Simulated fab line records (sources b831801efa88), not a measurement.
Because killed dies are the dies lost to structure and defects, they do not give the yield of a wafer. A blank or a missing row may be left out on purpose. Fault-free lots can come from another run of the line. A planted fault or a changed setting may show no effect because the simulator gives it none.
2 desks, one fault + flow gf180mcu + each desk has only its own numbers; what lay behind them comes last

FROM THE METROLOGY DESK
Lot by lot, what the gauges showed, no matter which tool ran the lot: averages of those sampled wafers that carry a number. Any lot whose mean is over 4 standard deviations away from the usual mean is out of limits and marked OUT; that distance is given in the brackets.
Columns: A = CONTACT_OVL at GF_CONTACT_OVL_MEAS_15, usual 3 nm
| lot  | first seen here | A  |
|------|-----------------|----|
| L914 | day 16 14:06    | 3  |
| L915 | day 16 16:34    | 8  |
| L916 | day 17 04:37    | 6  |
| L917 | day 17 15:20    | 3  |
| L918 | day 17 19:40    | 2  |
| L919 | day 18 00:32    | -3 |
| L920 | day 18 06:28    | -1 |
| L921 | day 19 01:52    | 6  |
| L924 | day 19 20:50    | 2  |
| L926 | day 20 18:41    | 3  |
| L927 | day 21 01:34    | 2  |
| L928 | day 21 11:20    | 9  |
| L933 | day 23 12:07    | 4  |
| L936 | day 24 13:01    | 3  |
This desk's finding: nothing out of limits on any of the 14 lots.

AT THE TOOL OWNER'S DESK: cmp-01
The tool's own readings at GF_CONTACT_CMP_27 (polishes, stops on SiO2, t overpolish 15 s, target thk 0 nm): means of the sampled wafers that have a number, for each lot that ran on this tool. Any lot whose mean is over 4 standard deviations away from the usual mean is out of limits and marked OUT; that distance is given in the brackets.
Columns: A = motor-current-A at GF_CONTACT_CMP_27, usual 11.3 A; B = overpolish-run-s at GF_CONTACT_CMP_27, usual 14.998 s; C = time-to-endpoint-s at GF_CONTACT_CMP_27, usual 72 s
| lot  | first seen here | A    | B                        | C              |
|------|-----------------|------|--------------------------|----------------|
| L914 | day 16 15:03    | 12.9 | 14.992                   | 71             |
| L915 | day 16 17:27    | 13.0 | 14.995                   | 68             |
| L916 | day 17 05:35    | 12.3 | 15.004                   | 70             |
| L920 | day 18 07:20    | 12.3 | 14.999                   | 65             |
| L921 | day 19 02:51    | 11.2 | 14.997                   | 73             |
| L927 | day 21 02:26    | 12.2 | 14.998                   | 68             |
| L928 | day 21 12:13    | 11.9 | 14.997                   | 74             |
| L933 | day 23 13:01    | 10.1 | 5.027 (-99 or more) OUT  | 104 (+8.6) OUT |
| L936 | day 24 13:53    | 11.8 | 10.020 (-99 or more) OUT | 90 (+4.9) OUT  |
Finding of this desk: L933, L936 out of limits; the first was L933 at day 23 13:01, on overpolish-run-s at GF_CONTACT_CMP_27. Within limits: L914, L915, L916, L920, L921, L927, L928.

TAKEN TOGETHER
An alarm could have come from the tool owner's desk at day 23 13:01, on L933, L936.
Metrology desk: nothing out of limits seen.
The metrology desk has L933, L936 on record, within its limits.
Of the lots named, all ran GF_CONTACT_CMP_27 on cmp-01.

WHAT THE SIMULATOR PUT IN
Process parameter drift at GF_CONTACT_CMP_27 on cmp-01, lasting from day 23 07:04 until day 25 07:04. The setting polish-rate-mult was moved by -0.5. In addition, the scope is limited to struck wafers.
Lots struck among those shown: L933, L936.
Hours from the fault's start to each desk's first reading out of limits: the tool owner's desk, 6.
